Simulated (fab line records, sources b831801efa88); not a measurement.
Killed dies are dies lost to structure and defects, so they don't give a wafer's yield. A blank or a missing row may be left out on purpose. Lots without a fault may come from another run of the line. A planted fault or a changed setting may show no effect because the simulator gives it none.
A struck lot beside a sound one | flow gf180mcu | 15 steps out of a route of 602
Sound: wafers L783.1, L783.3, L783.6. Struck: wafers L794.4, L794.5, L794.6. The cause comes at the end.
At each step with rows: each side's tool, then ch and its chambers, then its first start. Under that, the readings that differ: sound wafers | struck wafers | difference of the means | sigmas: that difference in standard deviations of wafers without a fault.
alike: readings whose means differ by less than 2 such deviations, and words and numbers that are the same on both sides. not compared: withheld readings, readings that some wafer has no value for, bounds like >300 that may hide the same value, and numbers for which the record gives no deviation and whose values overlap.
The two part at a step that has a row with sigmas, a row that says differs or no value, or rows on one side only. Numbers that don't overlap but have no deviation are shown without sigmas and don't part them. A reading that every wafer of one side lacks parts them only if that side has two wafers or more.

first, 4 steps without rows for these wafers: GF_V1_SOFTBAKE_10 (time 60 s); GF_V1_EXPOSE_11 (exposes mask Via1, target cd 260 nm); GF_V1_PEB_12 (peb time 90 s); GF_V1_DEVELOP_13 (develop time 60 s).
GF_V1_CD_MEAS_14: target cd 260 nm.
  sound on cd_sem-02, day 19 18:20; struck on cd_sem-01, day 23 08:27
  alike: cd_nm
GF_V1_OVL_MEAS_15:
  sound on overlay-02, day 19 18:28; struck on overlay-02, day 23 08:32
  alike: V1_OVL
GF_V1_ETCH_16: etches BARC in N2/H2.
  sound on rie_diel-04 ch 2,3, day 19 18:30; struck on rie_diel-04 ch 2,3, day 23 08:33
  alike: drypump_motor_current_A, n2_flow_sccm, oes_product_au, rf_fwd_power_W, throttle_valve_pct
GF_V1_ETCH_17: etches SiO2 in C4F8/O2/Ar, stops on TiN, target depth 630 nm.
  sound on rie_diel-04 ch 2,3; struck on rie_diel-04 ch 2,3
  alike: oes_product_au, rf_fwd_power_W
GF_V1_STRIP_18: strips in O2/N2.
  sound on plasma_asher-04 ch 0, day 19 18:38; struck on plasma_asher-03 ch 0,1, day 23 08:43
  alike: drypump_motor_current_A, heater_power_w, n2_flow_sccm, oes_product_au
  not compared: rf_hours_counter_h
then, 2 steps without rows for these wafers: GF_V1_STRIP_19 (strips in post etch residue remover, time 1200 s); GF_V1_CLEAN_20 (cleans in DIW).
GF_V1_SPUTTER_21: material Ti, target thk 15 nm, time 80.02 s.
  sound on pvd_sputter-01, day 19 19:11; struck on pvd_sputter-02, day 23 09:19
  reading                | sound          | struck         | difference | sigmas
  throttle_valve_pct (%) | 31.2 32.8 30.5 | 29.3 29.7 28.6 | -2.3       | -2
  alike: chamber_pressure_pa
GF_V1_SPUTTER_22: material TiN, target thk 10 nm, time 40 s.
  sound on pvd_sputter-01, day 19 19:15; struck on pvd_sputter-02, day 23 09:23
  reading                                | sound             | struck            | difference | sigmas
  chamber_pressure_pa (Pa)               | 5.010 5.002 5.001 | 3.972 3.971 3.969 | -1.034     | -99 or more
  model.TiN_of_V1_SPUTTER_22.thk_nm (nm) | 9.739 9.879 10.05 | 12.37 12.22 12.28 | +2.40      |
  alike: throttle_valve_pct
GF_V1_CVD_23: deposits W, target thk 350 nm, time 105.05 s.
  sound on cvd_w-01 ch 1, day 19 19:17; struck on cvd_w-01 ch 0,1, day 23 09:28
  alike: heater_power_w
-- the record jumps here: 10 days lie between the struck wafers' starts before and after (it left off in module V1 and takes up again in module PASSIVATION, whose first step shown is number 602 of the route) --
GF_PASSIVATION_PROBE_99:
  the record has rows for the struck wafers here (prober-01, day 32 23:56) and none for the sound ones

WHERE THEY PART
First at GF_V1_SPUTTER_21; last, within this record, at GF_PASSIVATION_PROBE_99.

WHY: what the simulator had put in
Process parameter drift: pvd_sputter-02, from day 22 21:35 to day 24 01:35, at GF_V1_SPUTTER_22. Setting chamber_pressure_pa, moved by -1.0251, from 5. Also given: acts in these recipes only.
